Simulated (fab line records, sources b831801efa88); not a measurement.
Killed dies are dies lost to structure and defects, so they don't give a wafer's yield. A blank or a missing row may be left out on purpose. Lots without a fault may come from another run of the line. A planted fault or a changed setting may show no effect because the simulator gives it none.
Chamber matching | flow sky130 | SKY_VIA1_ETCH_14 on rie_diel-01: 4 sister chambers
The step etches BARC in N2/H2, stops on SiO2, time 45.9 s, target depth 60 nm. 4 wafers are shown with their chamber, then 8 later ones without.

WAFERS WITH THEIR CHAMBER
wafer  | chamber | drypump_motor_current_A (A)
L929.2 | 3       | 5.9
L942.3 | 1       | 5.4
L942.5 | 2       | 5.9
L946.2 | 0       | 5.6

WAFERS WITHOUT THEIR CHAMBER
wafer  | drypump_motor_current_A (A)
L946.3 | 5.4
L946.5 | 6.0
L947.1 | 5.4
L947.4 | 5.4
L947.5 | 5.9
L948.2 | 5.9
L948.4 | 5.9
L948.5 | 5.6

WHICH CHAMBER EACH WENT THROUGH
wafer  | from the rows above     | in truth
L946.3 | 1                       | 1
L946.5 | can't be placed: 2 or 3 | 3
L947.1 | 1                       | 1
L947.4 | 1                       | 1
L947.5 | can't be placed: 2 or 3 | 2
L948.2 | can't be placed: 2 or 3 | 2
L948.4 | can't be placed: 2 or 3 | 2
L948.5 | 0                       | 0
Placed correctly: 4 of 8. Can't be placed from these rows: 4 (the true chamber is among the candidates in 4). Placed wrongly: 0.
How it was worked out, from the rows above alone: a wafer's distance from a chamber is the root of the sum, over the readings, of the square of ((its reading less the chamber's mean) divided by the reading's scatter). The wafer belongs to the nearest chamber; if the next one is less than 2 further off, it can't be placed. A chamber's mean is the mean of its shown wafers. The scatter: with one shown wafer a chamber, the root of the mean of the squares of how far each hidden wafer lies from its nearest shown one.
